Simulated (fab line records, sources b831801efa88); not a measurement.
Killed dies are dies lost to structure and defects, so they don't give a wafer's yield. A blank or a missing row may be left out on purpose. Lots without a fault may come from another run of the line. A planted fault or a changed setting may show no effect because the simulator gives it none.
A struck lot beside a sound one | flow sky130 | 26 steps out of a route of 708
Sound: wafers L908.3, L908.4, L908.5. Struck: wafer L913.1. (L913.3 of the same lot was not struck and is left out.) The cause comes at the end.
At each step with rows: each side's tool, then ch and its chambers, then its first start. Under that, the readings that differ: sound wafers | struck wafers | difference of the means | sigmas: that difference in standard deviations of wafers without a fault.
alike: readings whose means differ by less than 2 such deviations, and words and numbers that are the same on both sides. not compared: withheld readings, readings that some wafer has no value for, bounds like >300 that may hide the same value, and numbers for which the record gives no deviation and whose values overlap.
The two part at a step that has a row with sigmas, a row that says differs or no value, or rows on one side only. Numbers that don't overlap but have no deviation are shown without sigmas and don't part them. A reading that every wafer of one side lacks parts them only if that side has two wafers or more.

first, 8 steps without rows for these wafers: SKY_FIELD_ISO_DEHYDRATE_05 (time 60 s); SKY_FIELD_ISO_HMDS_06 (prime time 60 s); SKY_FIELD_ISO_COAT_07 (resist thk 60 nm); SKY_FIELD_ISO_COAT_08 (resist thk 450 nm); SKY_FIELD_ISO_SOFTBAKE_09 (time 90 s); SKY_FIELD_ISO_EXPOSE_10 (exposes mask FOM, target cd 150 nm); SKY_FIELD_ISO_PEB_11; SKY_FIELD_ISO_DEVELOP_12 (develop time 60 s).
SKY_FIELD_ISO_CD_MEAS_13: target cd 150 nm.
  sound on cd_sem-02, day 3 03:47; struck on cd_sem-01, day 4 02:45
  alike: cd_nm
SKY_FIELD_ISO_ETCH_14: etches BARC in N2/H2, stops on SiO2, time 45.9 s, target depth 60 nm.
  sound on rie_diel-04 ch 0,1,2, day 3 03:52; struck on rie_diel-01 ch 3, day 4 02:52
  reading                     | sound       | struck | difference | sigmas
  drypump_motor_current_A (A) | 6.1 5.7 5.2 | 6.7    | +1.0       | +2
  alike: chamber_pressure_mTorr, n2_flow_sccm, oes_product_au, run_length_s, throttle_valve_pct
  not compared: rf_hours_counter_h
SKY_FIELD_ISO_ETCH_15: etches the open film in CHF3/O2, stops on Si, target depth 180 nm, time 72 s.
  sound on rie_diel-04 ch 0,1,2, day 3 03:55; struck on rie_diel-01 ch 3, day 4 02:55
  reading                     | sound       | struck | difference | sigmas
  drypump_motor_current_A (A) | 6.0 5.7 5.2 | 6.6    | +1.0       | +2
  alike: chamber_pressure_mTorr, chf3_flow_sccm, oes_product_au, run_length_s, throttle_valve_pct
  not compared: rf_hours_counter_h
SKY_FIELD_ISO_STRIP_16: strips in O2/N2.
  sound on plasma_asher-02 ch 0,1, day 3 04:00; struck on plasma_asher-04 ch 0, day 4 02:58
  reading                | sound | struck | difference                   | sigmas
  rf_hours_counter_h (h) | - - - | 36     | no value on the sound wafers |
  alike: chamber_pressure_mTorr, drypump_motor_current_A, n2_flow_sccm, oes_product_au, strip_time_to_endpoint_s
SKY_FIELD_ISO_ETCH_17: etches Si in HBr/Cl2/O2, target depth 342 nm, time 97.7 s.
  sound on rie_si-01 ch 1,2,3, day 3 04:04; struck on rie_si-01 ch 3, day 4 03:04
  reading                                     | sound             | struck | difference | sigmas
  run_length_s (s)                            | 126.4 126.0 126.8 | 91.2   | -35.2      | -78
  model.etch.depth_nm (nm)                    | 343.5 340.3 337.6 | 217.9  | -122.6     |
  model.FIELD_ISO.feature_depth_nm (nm)       | 343.5 340.3 337.6 | 217.9  | -122.6     |
  model.Si3N4_of_FIELD_ISO_CVD_03.thk_nm (nm) | 150.4 150.4 150   | 156.6  | +6.3       |
  alike: chamber_pressure_mTorr, drypump_motor_current_A, he_backside_leak_sccm, oes_product_au, throttle_valve_pct
  not compared: rf_hours_counter_h
then, 5 steps without rows for these wafers: SKY_FIELD_ISO_WET_ETCH_18 (etches Si3N4 in H3PO4, target depth 25 nm, time 286 s); SKY_FIELD_ISO_CLEAN_19 (cleans in SC1/SC2, time 150 s); SKY_FIELD_ISO_CLEAN_20 (cleans in dHF, time 20 s); SKY_FIELD_ISO_WET_ETCH_21 (etches SiO2 in dHF, target depth 20 nm, time 400 s); SKY_FIELD_ISO_OXIDATION_22 (stabilise 600 s, purge 300 s, target thk 10 nm).
SKY_FIELD_ISO_THK_MEAS_23:
  sound on film_metro-02, day 3 05:36; struck on film_metro-01, day 4 06:16
  alike: FIELD_ISO_OXIDATION_01_THK
then, 1 step without rows for these wafers: SKY_FIELD_ISO_CVD_24 (deposits SiO2, target thk 595 nm, time 99.2 s).
SKY_FIELD_ISO_THK_MEAS_25:
  sound on film_metro-03, day 3 05:44; struck on film_metro-03, day 4 06:24
  alike: FIELD_ISO_CVD_24_THK
then, 1 step without rows for these wafers: SKY_FIELD_ISO_ANNEAL_26 (time 1800 s).
SKY_FIELD_ISO_CMP_27: polishes, stops on Si3N4, t overpolish 16 s, target thk 457.8 nm.
  sound on cmp-01 ch 1,2,3, day 3 07:22; struck on cmp-02 ch 0, day 4 08:01
  alike: motor_current_A, overpolish_run_s, retaining_ring_pressure_frac, time_to_endpoint_s
SKY_FIELD_ISO_WET_ETCH_28: etches SiO2 in dHF, target depth 23.7 nm, time 47 s.
  sound on wet_bench-01 ch 1, day 3 07:34; struck on wet_bench-01 ch 1, day 4 08:16
  reading                                     | sound           | struck | difference | sigmas
  model.Si3N4_of_FIELD_ISO_CVD_03.thk_nm (nm) | 119.5 119.4 119 | 125.6  | +6.3       |
  alike: run_length_s, temp_c
then, 1 step without rows for these wafers: SKY_FIELD_ISO_WET_ETCH_29 (etches Si3N4 in H3PO4, target depth 160 nm, time 1825 s).
-- the record jumps here: 44 days lie between the struck wafers' starts before and after (it left off in module FIELD_ISO and takes up again in module PAD_OPEN, whose first step shown is number 708 of the route) --
SKY_PAD_OPEN_PROBE_99:
  sound on prober-02, day 46 15:07; struck on prober-02, day 47 20:43
  reading                                 | sound                         | struck    | difference | sigmas
  model.etest.res_p_drift_20v.line_ohm_um | 1.099e+04 1.079e+04 1.065e+04 | 7816      | -2994      |
  model.etest.pfet_16v.r_on_ohm_um        | 1.524e+04 1.512e+04 1.488e+04 | 1.229e+04 | -2.790e+03 |
  model.etest.res_p_drift_20v.rs_ohm_sq   | 9155 9096 8966                | 6625      | -2447      |
  model.etest.res_iso_pwell.rs_ohm_sq     | 3182 3116 3068                | 1934      | -1188      |
  model.etest.nfet_16v.r_on_ohm_um        | 1.453e+04 1.446e+04 1.443e+04 | 1.33e+04  | -1.17e+03  |
  model.etest.res_iso_pwell.line_ohm_um   | 1198 1188 1150                | 736.3     | -442.4     |
  model.etest.res_nwell.line_ohm_um       | 1077 1084 1074                | 878       | -200       |
  model.etest.res_nwell.rs_ohm_sq         | 909.2 892.4 896.3             | 730.3     | -169.0     |

WHERE THEY PART
First at SKY_FIELD_ISO_ETCH_14; last, within this record, at SKY_FIELD_ISO_ETCH_17. Later steps at which nothing parts them and some readings are alike: SKY_FIELD_ISO_THK_MEAS_23, SKY_FIELD_ISO_THK_MEAS_25, SKY_FIELD_ISO_CMP_27, SKY_FIELD_ISO_WET_ETCH_28.

WHY: what the simulator had put in
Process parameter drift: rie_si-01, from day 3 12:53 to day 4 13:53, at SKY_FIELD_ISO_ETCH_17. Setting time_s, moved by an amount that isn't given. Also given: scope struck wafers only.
